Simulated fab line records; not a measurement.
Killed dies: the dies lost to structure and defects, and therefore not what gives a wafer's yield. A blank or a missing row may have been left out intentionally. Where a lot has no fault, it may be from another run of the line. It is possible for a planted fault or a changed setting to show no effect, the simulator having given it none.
Which tool is to blame? + flow gf180mcu + Sampling: 7 lots, 21 wafers, 3 of 602 route steps

WHAT THE GAUGES SHOWED, per wafer
GF_TOP_METAL_CD_MEAS_14: target cd 440 nm.
| lot  | measured     | on        | cd_nm (nm)        |
|------|--------------|-----------|-------------------|
| L760 | day 28 22:06 | cd_sem-02 | 438.7 439.7 438.9 |
| L765 | day 30 16:34 | cd_sem-01 | 442.0 440.3 441.2 |
| L768 | day 31 02:59 | cd_sem-01 | 443.4 441.4 441.5 |
| L770 | day 31 21:35 | cd_sem-02 | 443.6 441.1 440.8 |
| L772 | day 32 07:41 | cd_sem-02 | 437.8 437.9 439.5 |
| L778 | day 33 17:52 | cd_sem-02 | 442.5 441.6 441.8 |
| L781 | day 34 13:50 | cd_sem-01 | 437.8 437.1 437.1 |

WHICH TOOL RAN EACH LOT (tool, then ch and the chambers of the sampled wafers, then the start)
| lot  | GF_V5_CMP_26                  | GF_TOP_METAL_SPUTTER_01      |
|------|-------------------------------|------------------------------|
| L760 | cmp-01 ch 0,2,3, day 28 02:17 | pvd_sputter-02, day 28 02:35 |
| L765 | cmp-01 ch 1,2,3, day 29 21:40 | pvd_sputter-02, day 29 22:04 |
| L768 | cmp-01 ch 0,2,3, day 30 08:45 | pvd_sputter-02, day 30 09:09 |
| L770 | cmp-02 ch 0,1,2, day 31 03:54 | pvd_sputter-02, day 31 04:09 |
| L772 | cmp-02 ch 0,2,3, day 31 14:48 | pvd_sputter-04, day 31 15:12 |
| L778 | cmp-01 ch 2,3, day 33 02:06   | pvd_sputter-03, day 33 02:30 |
| L781 | cmp-01 ch 0,2,3, day 33 22:28 | pvd_sputter-02, day 33 22:52 |
- GF_V5_CMP_26: polishes, stops on SiO2, t overpolish 15 s, target thk 0 nm.
- GF_TOP_METAL_SPUTTER_01: material TiN, target thk 30 nm, time 25 s.

THE ANSWER, worked out from the rows above alone
Rule: what is usual is taken from the lots themselves. The widest of any qualifying gaps counts: lots, ordered by their means at a reading, are off when they make up no more than a third of the lots, leave a main group of 4 or more, and stand apart from it by 3 or more times the standard deviation of that group's means. If all means in a main group match to the digits the tables above print for the reading, that group is not used. Also off: a lot with no number at a reading for which 4 or more lots have one. The other lots that the step has rows for count as sound.
No lot is off on any of the readings shown, so nothing can be concluded from this.

WHAT HAD BEEN PUT IN BY THE SIMULATOR
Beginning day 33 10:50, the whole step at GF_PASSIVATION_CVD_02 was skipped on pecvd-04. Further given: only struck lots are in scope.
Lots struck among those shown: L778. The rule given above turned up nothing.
